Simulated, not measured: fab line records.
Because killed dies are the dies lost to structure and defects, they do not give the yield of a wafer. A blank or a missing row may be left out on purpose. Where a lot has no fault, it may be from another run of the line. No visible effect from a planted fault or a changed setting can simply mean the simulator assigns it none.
Which tool did it? / flow sfq line / at 1 step of a route of 325, 7 lots with 21 wafers sampled

WHAT EACH GAUGE READ, for each wafer
SFQ_I3_OVL_MEAS_923.
lot=L696; measured=day 40 14:45; on=overlay-01; I3_OVL (nm)=0 -4 1
lot=L699; measured=day 41 13:22; on=overlay-02; I3_OVL (nm)=-14 -5 -7
lot=L701; measured=day 42 13:52; on=overlay-01; I3_OVL (nm)=-6 -8 -6
lot=L703; measured=day 43 09:11; on=overlay-02; I3_OVL (nm)=-14 -16 -11
lot=L705; measured=day 44 00:47; on=overlay-02; I3_OVL (nm)=-5 -9 -4
lot=L707; measured=day 44 20:07; on=overlay-02; I3_OVL (nm)=-4 -7 -3
lot=L709; measured=day 45 12:41; on=overlay-01; I3_OVL (nm)=-15 -14 -2

WHAT TOOL EACH LOT RAN ON (gives the tool, then ch and the chambers of the sampled wafers, and finally the start)
Record: no process step prior to these readings.

THE ANSWER, worked out from the rows above alone
Rule: usual is defined by the lots themselves. The widest of any qualifying gaps counts: lots, ordered by their means at a reading, are off when they make up no more than a third of the lots, leave a main group of 4 or more, and stand apart from it by 3 or more times the standard deviation of that group's means. If all means in a main group match to the digits the tables above print for the reading, that group is not used. Also off: a lot with no number at a reading for which 4 or more lots have one. Any other lot the step has rows for is counted as sound.
None of the lots is off at any reading shown; this tells nothing.

WHAT THE SIMULATOR PUT IN
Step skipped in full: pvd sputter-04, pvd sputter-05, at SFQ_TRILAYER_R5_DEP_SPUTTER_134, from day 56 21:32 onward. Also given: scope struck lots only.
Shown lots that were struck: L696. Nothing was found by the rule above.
